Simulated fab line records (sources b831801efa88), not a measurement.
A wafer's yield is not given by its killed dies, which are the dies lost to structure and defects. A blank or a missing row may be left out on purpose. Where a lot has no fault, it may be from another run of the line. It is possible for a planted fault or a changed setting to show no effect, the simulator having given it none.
Chamber matching / flow sky130 / 4 sister chambers for SKY_LI_CONTACT_CMP_24 on cmp-02
The step polishes, stops on PSG, t overpolish 20 s, target thk 0 nm. 30 wafers are shown with their chamber, then 12 later ones without.

== EACH WAFER AND ITS CHAMBER ==
wafer=L074.2; chamber=0; motorCurrentA (A)=10.9; timeToEndpointS (s)=104; overpolishRunS (s)=19.996
wafer=L074.3; chamber=1; motorCurrentA (A)=10.6; timeToEndpointS (s)=100; overpolishRunS (s)=19.991
wafer=L074.6; chamber=3; motorCurrentA (A)=9.4; timeToEndpointS (s)=100; overpolishRunS (s)=19.994
wafer=L076.1; chamber=1; motorCurrentA (A)=10.7; timeToEndpointS (s)=98; overpolishRunS (s)=20.003
wafer=L076.2; chamber=0; motorCurrentA (A)=10.1; timeToEndpointS (s)=101; overpolishRunS (s)=19.984
wafer=L076.6; chamber=2; motorCurrentA (A)=12.3; timeToEndpointS (s)=97; overpolishRunS (s)=19.998
wafer=L078.2; chamber=0; motorCurrentA (A)=10.7; timeToEndpointS (s)=107; overpolishRunS (s)=19.994
wafer=L078.5; chamber=1; motorCurrentA (A)=11.0; timeToEndpointS (s)=101; overpolishRunS (s)=20.009
wafer=L078.6; chamber=2; motorCurrentA (A)=12.1; timeToEndpointS (s)=101; overpolishRunS (s)=20.004
wafer=L081.1; chamber=2; motorCurrentA (A)=11.9; timeToEndpointS (s)=102; overpolishRunS (s)=19.998
wafer=L081.4; chamber=0; motorCurrentA (A)=11.4; timeToEndpointS (s)=103; overpolishRunS (s)=20.003
wafer=L081.6; chamber=3; motorCurrentA (A)=9.4; timeToEndpointS (s)=99; overpolishRunS (s)=20.010
wafer=L083.1; chamber=2; motorCurrentA (A)=12.5; timeToEndpointS (s)=100; overpolishRunS (s)=19.994
wafer=L083.2; chamber=3; motorCurrentA (A)=9.1; timeToEndpointS (s)=98; overpolishRunS (s)=19.989
wafer=L083.6; chamber=2; motorCurrentA (A)=12.2; timeToEndpointS (s)=99; overpolishRunS (s)=19.997
wafer=L082.2; chamber=1; motorCurrentA (A)=10.9; timeToEndpointS (s)=97; overpolishRunS (s)=20.001
wafer=L082.3; chamber=0; motorCurrentA (A)=11.2; timeToEndpointS (s)=104; overpolishRunS (s)=19.998
wafer=L082.5; chamber=2; motorCurrentA (A)=11.4; timeToEndpointS (s)=98; overpolishRunS (s)=19.997
wafer=L084.3; chamber=2; motorCurrentA (A)=11.9; timeToEndpointS (s)=103; overpolishRunS (s)=20.006
wafer=L084.5; chamber=0; motorCurrentA (A)=11.2; timeToEndpointS (s)=103; overpolishRunS (s)=19.990
wafer=L084.6; chamber=1; motorCurrentA (A)=11.1; timeToEndpointS (s)=103; overpolishRunS (s)=19.993
wafer=L086.3; chamber=3; motorCurrentA (A)=9.4; timeToEndpointS (s)=94; overpolishRunS (s)=20.005
wafer=L086.4; chamber=2; motorCurrentA (A)=12.2; timeToEndpointS (s)=98; overpolishRunS (s)=19.993
wafer=L086.6; chamber=3; motorCurrentA (A)=9.6; timeToEndpointS (s)=95; overpolishRunS (s)=20.010
wafer=L087.2; chamber=2; motorCurrentA (A)=11.4; timeToEndpointS (s)=102; overpolishRunS (s)=20.003
wafer=L087.3; chamber=0; motorCurrentA (A)=11.1; timeToEndpointS (s)=107; overpolishRunS (s)=19.991
wafer=L087.6; chamber=2; motorCurrentA (A)=11.5; timeToEndpointS (s)=102; overpolishRunS (s)=20.009
wafer=L088.1; chamber=2; motorCurrentA (A)=12.3; timeToEndpointS (s)=101; overpolishRunS (s)=20.001
wafer=L088.2; chamber=1; motorCurrentA (A)=10.0; timeToEndpointS (s)=96; overpolishRunS (s)=19.990
wafer=L088.5; chamber=0; motorCurrentA (A)=11.3; timeToEndpointS (s)=107; overpolishRunS (s)=20.009

SIGNATURES (averages over the wafers above)
reading=motorCurrentA; chamber 0=10.988; chamber 1=10.717; chamber 2=11.973; chamber 3=9.380; scatter within a chamber=0.376
reading=timeToEndpointS; chamber 0=104.50; chamber 1=99.17; chamber 2=100.27; chamber 3=97.20; scatter within a chamber=2.3
reading=overpolishRunS; chamber 0=19.99563; chamber 1=19.99783; chamber 2=20.00000; chamber 3=20.00160; scatter within a chamber=0.00719
Rule: for a wafer and a chamber, the distance is found by dividing, reading by reading, the gap between the wafer's reading and the chamber's mean by the reading's scatter, squaring, summing and taking the root. The wafer belongs to the nearest chamber; if the next one is less than 2 further off, it can't be placed. How the scatter is found: for the shown wafers, subtract from each reading the mean of its chamber, square and add these, divide the total by (wafers less chambers), then take the root.

== WAFERS WITH NO CHAMBER GIVEN ==
wafer=L089.1; motorCurrentA (A)=10.6; timeToEndpointS (s)=100; overpolishRunS (s)=20.001
wafer=L089.4; motorCurrentA (A)=12.1; timeToEndpointS (s)=101; overpolishRunS (s)=20.004
wafer=L089.6; motorCurrentA (A)=9.6; timeToEndpointS (s)=102; overpolishRunS (s)=20.001
wafer=L090.4; motorCurrentA (A)=10.5; timeToEndpointS (s)=99; overpolishRunS (s)=19.989
wafer=L090.5; motorCurrentA (A)=12.2; timeToEndpointS (s)=100; overpolishRunS (s)=19.991
wafer=L090.6; motorCurrentA (A)=9.7; timeToEndpointS (s)=99; overpolishRunS (s)=19.999
wafer=L093.2; motorCurrentA (A)=11.2; timeToEndpointS (s)=104; overpolishRunS (s)=20.012
wafer=L093.4; motorCurrentA (A)=10.5; timeToEndpointS (s)=95; overpolishRunS (s)=19.999
wafer=L093.6; motorCurrentA (A)=10.2; timeToEndpointS (s)=100; overpolishRunS (s)=20.008
wafer=L096.3; motorCurrentA (A)=11.4; timeToEndpointS (s)=102; overpolishRunS (s)=19.986
wafer=L096.4; motorCurrentA (A)=9.8; timeToEndpointS (s)=98; overpolishRunS (s)=19.988
wafer=L096.6; motorCurrentA (A)=10.8; timeToEndpointS (s)=101; overpolishRunS (s)=19.994

== THE CHAMBER EACH PASSED THROUGH ==
wafer=L089.1; from the rows above=can't be placed: 1 or 0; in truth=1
wafer=L089.4; from the rows above=2; in truth=2
wafer=L089.6; from the rows above=can't be placed: 3 or 1 or 0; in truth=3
wafer=L090.4; from the rows above=can't be placed: 1 or 0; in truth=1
wafer=L090.5; from the rows above=2; in truth=2
wafer=L090.6; from the rows above=can't be placed: 3 or 1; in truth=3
wafer=L093.2; from the rows above=can't be placed: 0 or 2 or 1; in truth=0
wafer=L093.4; from the rows above=can't be placed: 1 or 3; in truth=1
wafer=L093.6; from the rows above=can't be placed: 1 or 3 or 0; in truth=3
wafer=L096.3; from the rows above=can't be placed: 0 or 2 or 1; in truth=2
wafer=L096.4; from the rows above=can't be placed: 3 or 1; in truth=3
wafer=L096.6; from the rows above=can't be placed: 1 or 0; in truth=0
2 of 12 placed correctly. Cannot be placed on the basis of these rows: 10; the candidates contain the true chamber in 10. Number placed wrongly: 0.
